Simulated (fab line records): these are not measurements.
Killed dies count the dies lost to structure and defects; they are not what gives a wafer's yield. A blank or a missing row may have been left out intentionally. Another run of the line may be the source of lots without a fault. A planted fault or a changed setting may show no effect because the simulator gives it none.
8D (eight disciplines) problem report, filled in by code | flow sky130 | the parts of the form that need people (team, actions taken, sign-off) are left out

1. WHAT WENT WRONG
Wafers without a fault read 0.945 a.u., standard deviation 0.0073; oes product au at SKY_FIELD_ISO_ETCH_15 reads a mean of 0.375 a.u. on 6 wafers belonging to 2 lots. That puts it -78 standard deviations away from the usual mean.
The step: etches the open film in CHF3/O2, stops on Si, target depth 180 nm, time 72 s.
Seen first at day 5 06:07 on rie diel-03, wafer L235.1. At this step, 30 wafers from 10 lots have a number in the record. The rule behind "out" and "out of limits": a value lying over 4 standard deviations away from the usual mean. The other wafers with a number count as sound.

2. WHAT IT IS; WHAT IT IS NOT
question                    | is                                 | is not
which readings at this step | oes product au, throttle valve pct | O2_flow_sccm, bias w, chf3 flow sccm, drypump motor current A
which lots                  | L235, L236                         | L221, L222, L225, L227, L228, L229, L239, L240
which wafers of those lots  | all that have a number             | -
read on which tools         | rie diel-03                        | rie diel-01, rie diel-02
when                        | from day 5 06:07                   | up to then (18 sound wafers); but 6 sound wafers of L239, L240 came after

3. WHAT RULES OUT EACH SUSPECT
Counting: any tool at a process step up to the reading is kept as a suspect provided that every lot that is out went through it and no sound lot did after the first of them.
- rie diel-03 at SKY_FIELD_ISO_ETCH_14 (etches BARC in N2/H2, stops on SiO2, time 45.9 s, target depth 60 nm): kept. Every lot that is out went through it, starting with L235 (day 5 06:05), and after that it ran no sound lot; the last sound lot it ran before then is L229 (day 3 22:58).
- rie diel-03 at SKY_FIELD_ISO_ETCH_15 (etches the open film in CHF3/O2, stops on Si, target depth 180 nm, time 72 s): kept. Every lot that is out went through it, starting with L235 (day 5 06:07), and after that it ran no sound lot; the last sound lot it ran before then is L229 (day 3 23:00). Out on those wafers are its own readings of oes product au, throttle valve pct.
Remaining after the count are rie diel-03 at SKY_FIELD_ISO_ETCH_14 and rie diel-03 at SKY_FIELD_ISO_ETCH_15.

4. THE CAUSE (what the simulator had put in)
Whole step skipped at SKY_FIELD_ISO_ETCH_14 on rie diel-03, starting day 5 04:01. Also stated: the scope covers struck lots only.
After counting, 2 suspects remain, this tool included.

5. SEQUENCE OF EFFECTS, ordered by route
One row per reading whose mean, taken over the struck wafers that have a number, lies over 3 standard deviations from the usual. Only readings whose record carries a usual standard deviation are examined. hours: median over the lots of the time between each lot's start at the first step of this table that gives one and its start at this step. sigmas: the change, counted in usual standard deviations.
hours | step                   | reading                  | usual      | on struck wafers | change | sigmas
0     | SKY_FIELD_ISO_ETCH_15  | oes product au           | 0.945 a.u. | 0.375            | -0.570 | -78
0     | SKY_FIELD_ISO_ETCH_15  | throttle valve pct       | 8.844 %    | 8.674            | -0.170 | -17
0     | SKY_FIELD_ISO_STRIP_16 | oes product au           | 0.378 a.u. | 0.399            | +0.021 | +4.5
0     | SKY_FIELD_ISO_STRIP_16 | strip time to endpoint s | 3.546 s    | 3.967            | +0.421 | +15
1060  | SKY_PAD_OPEN_PROBE_99  | killed at front end      | 15         | 423              | +408   | +95
1060  | SKY_PAD_OPEN_PROBE_99  | killed dies              | 85         | 492              | +407   | +42
1060  | SKY_PAD_OPEN_PROBE_99  | killed on rim            | 17         | 96               | +79    | +19
Here are the process steps it includes:
- SKY_FIELD_ISO_ETCH_15: etches the open film in CHF3/O2, stops on Si, target depth 180 nm, time 72 s.
- SKY_FIELD_ISO_STRIP_16: strips in O2/N2.
- SKY_PAD_OPEN_PROBE_99
Readings that are blank on the struck wafers while sound wafers have them: bias w at SKY_FIELD_ISO_ETCH_14; chamber pressure mTorr at SKY_FIELD_ISO_ETCH_14; drypump motor current A at SKY_FIELD_ISO_ETCH_14; oes product au at SKY_FIELD_ISO_ETCH_14; throttle valve pct at SKY_FIELD_ISO_ETCH_14.

6. HOW IT WOULD HAVE BEEN CAUGHT EARLIER
First out-of-limits reading in this record: day 5 06:07, which is 2 hours after fault onset at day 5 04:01.
At SKY_FIELD_ISO_ETCH_14 the tool's readings are blank on the struck wafers, where sound wafers have them: an empty tool record is the first sign, and it was there at once.
L236, from the lots that are out (2), started SKY_FIELD_ISO_ETCH_14 on rie diel-03 later than day 5 06:07. Had the tool been put on hold then, it would have been spared.
